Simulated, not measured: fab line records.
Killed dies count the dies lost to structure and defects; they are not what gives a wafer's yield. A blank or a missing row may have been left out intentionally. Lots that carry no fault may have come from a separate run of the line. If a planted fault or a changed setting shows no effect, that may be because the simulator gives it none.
Which tool is to blame? | flow gf180mcu | 10 lots, 30 wafers sampled, at 4 steps of a route of 602

WHAT THE GAUGES SHOWED, per wafer
GF_HV_LDD_CD_MEAS_07: the cd target is 400 nm. Usual: cd-nm reads 400.6 nm (standard deviation 2.1).
lot  | measured     | on        | cd-nm (nm)                          | flag
L958 | day 10 19:44 | cd-sem-01 | 402.6 401.7 402.8                   |
L959 | day 11 03:17 | cd-sem-02 | 405.7 407.2 409.8 405.9 407.3 410.0 | OFF
L960 | day 11 05:56 | cd-sem-02 | 407.2 408.9 407.4                   | OFF
L964 | day 12 16:42 | cd-sem-02 | 403.0 401.0 401.2                   |
L970 | day 14 11:23 | cd-sem-02 | 399.0 399.7 400.3                   |
L972 | day 15 02:46 | cd-sem-02 | 399.6 398.7 400.1                   |
L973 | day 15 09:37 | cd-sem-02 | 400.4 402.3 400.4                   |
L974 | day 15 18:09 | cd-sem-01 | 398.0 397.9 397.2                   |
L976 | day 17 03:34 | cd-sem-01 | 398.3 399.9 400.2                   |
L977 | day 17 07:21 | cd-sem-02 | 402.6 402.5 401.2                   |

TOOL THAT RAN EACH LOT (tool first, then ch and the chambers of the sampled wafers, then the start)
lot  | GF_VT_IMPLANT_STRIP_09               | GF_VT_IMPLANT_RTA_45             | GF_HV_LDD_COAT_02
L958 | plasma-asher-02 ch 0,1, day 6 08:14  | rtp-anneal-01 ch 0, day 8 04:54  | litho-track-03 ch 0, day 10 10:28
L959 | plasma-asher-01 ch 0, day 6 15:56    | rtp-anneal-01 ch 0, day 8 13:01  | litho-track-03 ch 0, day 10 18:02
L960 | plasma-asher-02 ch 0,1, day 6 20:02  | rtp-anneal-01 ch 0, day 8 18:07  | litho-track-03 ch 0, day 10 20:52
L964 | plasma-asher-02 ch 0,1, day 7 20:11  | rtp-anneal-02 ch 0, day 9 21:40  | litho-track-04 ch 0, day 12 06:39
L970 | plasma-asher-01 ch 1, day 9 10:19    | rtp-anneal-02 ch 0, day 11 15:14 | litho-track-03 ch 0, day 14 00:47
L972 | plasma-asher-01 ch 0,1, day 9 20:43  | rtp-anneal-02 ch 0, day 12 04:06 | litho-track-03 ch 0, day 14 16:07
L973 | plasma-asher-04 ch 0,1, day 10 06:17 | rtp-anneal-02 ch 0, day 12 13:28 | litho-track-04 ch 0, day 14 22:54
L974 | plasma-asher-01 ch 0,1, day 10 11:40 | rtp-anneal-01 ch 0, day 12 20:12 | litho-track-03 ch 0, day 15 07:52
L976 | plasma-asher-02 ch 0,1, day 11 12:59 | rtp-anneal-02 ch 0, day 14 00:43 | litho-track-03 ch 0, day 16 16:13
L977 | plasma-asher-02 ch 0,1, day 11 13:53 | rtp-anneal-01 ch 0, day 14 02:30 | litho-track-01 ch 0, day 16 19:48
- GF_VT_IMPLANT_STRIP_09: strips in O2/N2.
- GF_VT_IMPLANT_RTA_45: time 30 s.
- GF_HV_LDD_COAT_02: resist thk 1000 nm.

AS READ BY THE TOOLS THEMSELVES (means over the sampled wafers that have a number; for cases with no such wafer, the mark the record gives instead)
GF_VT_IMPLANT_STRIP_09. Usual: drypump-motor-current-A 5.6 A, standard deviation 0.36; heater-power-w 341 W, standard deviation 29; o2-flow-sccm 3000 sccm, standard deviation 9.7; oes-product-au 0.716 a.u., standard deviation 0.0045; platen-temp-c 249.98 C, standard deviation 0.16; strip-time-to-endpoint-s 12.62 s, standard deviation 0.035.
lot  | tool            | drypump-motor-current-A (A) | heater-power-w (W) | o2-flow-sccm (sccm) | oes-product-au (a.u.) | platen-temp-c (C) | strip-time-to-endpoint-s (s) | flag
L958 | plasma-asher-02 | 5.7                         | 362                | 2993                | 0.717                 | 249.80            | 12.65                        |
L959 | plasma-asher-01 | 5.6                         | 309                | 3003                | 0.712                 | 249.86            | 12.63                        |
L960 | plasma-asher-02 | 5.6                         | 374                | 3000                | 0.720                 | 249.93            | 12.59                        |
L964 | plasma-asher-02 | 5.7                         | 374                | 2998                | 0.714                 | 249.99            | 12.60                        |
L970 | plasma-asher-01 | 5.0                         | 344                | 3014                | 0.718                 | 249.99            | 12.62                        |
L972 | plasma-asher-01 | 5.1                         | 329                | 2995                | 0.716                 | 249.91            | 12.65                        |
L973 | plasma-asher-04 | 6.0                         | 311                | 2988                | 0.713                 | 250.15            | 12.57                        |
L974 | plasma-asher-01 | 5.4                         | 317                | 3002                | 0.717                 | 249.91            | 12.59                        |
L976 | plasma-asher-02 | 5.6                         | 366                | 3012                | 0.718                 | 249.92            | 12.62                        |
L977 | plasma-asher-02 | 5.7                         | 367                | 2995                | 0.714                 | 249.99            | 12.62                        |

GF_VT_IMPLANT_RTA_45. Usual: chamber-o2-ppm 2.003, standard deviation 0.019; lamp-power-pct 34 %, standard deviation 4.1; wafer_temp_C_max 1057.2, standard deviation 1.7.
lot  | tool          | chamber-o2-ppm | lamp-power-pct (%) | wafer_temp_C_max | flag
L958 | rtp-anneal-01 | 2.002          | 39                 | 1055.7           |
L959 | rtp-anneal-01 | 1.987          | 39                 | 1055.8           |
L960 | rtp-anneal-01 | 1.992          | 39                 | 1056.4           |
L964 | rtp-anneal-02 | 2.013          | 31                 | 1057.7           |
L970 | rtp-anneal-02 | 1.999          | 31                 | 1058.3           |
L972 | rtp-anneal-02 | 2.010          | 31                 | 1057.6           |
L973 | rtp-anneal-02 | 2.006          | 31                 | 1057.6           |
L974 | rtp-anneal-01 | 1.988          | 39                 | 1055.0           |
L976 | rtp-anneal-02 | 2.010          | 31                 | 1057.4           |
L977 | rtp-anneal-01 | 2.030          | 39                 | 1055.6           |

GF_HV_LDD_COAT_02. Usual: spin-speed-rpm reads 3000.1 rpm (standard deviation 2.3).
lot  | tool           | spin-speed-rpm (rpm) | flag
L958 | litho-track-03 | 3002.1               |
L959 | litho-track-03 | 3000.5               |
L960 | litho-track-03 | 2997.0               |
L964 | litho-track-04 | 2998.2               |
L970 | litho-track-03 | 3002.1               |
L972 | litho-track-03 | 2998.2               |
L973 | litho-track-04 | 3000.7               |
L974 | litho-track-03 | 3000.7               |
L976 | litho-track-03 | 3000.1               |
L977 | litho-track-01 | 2999.3               |

THE ANSWER, worked out from the rows above alone
Rule: take the mean of a lot's wafers that have a number; if it is more than 3 standard deviations from the usual mean, the lot is off. Also off: a lot with no number at a reading for which 4 or more lots have one. The other lots that the step has rows for count as sound. Order of review: gauges by route order, followed by the tools' own readings, for which a lot's mean as printed above is used. At the first step where some lot is off, the reading lying furthest off is the one used; lots without a number count as furthest.
Off: L959, L960, at GF_HV_LDD_CD_MEAS_07 (cd-nm).
A tool fits if, at a process step before that reading, it ran every lot that is off, and no sound lot after the first of them. Gauges at GF_HV_LDD_CD_MEAS_07: tried the same way as those tools. Of those tried, none fits.

WHAT HAD BEEN PUT IN BY THE SIMULATOR
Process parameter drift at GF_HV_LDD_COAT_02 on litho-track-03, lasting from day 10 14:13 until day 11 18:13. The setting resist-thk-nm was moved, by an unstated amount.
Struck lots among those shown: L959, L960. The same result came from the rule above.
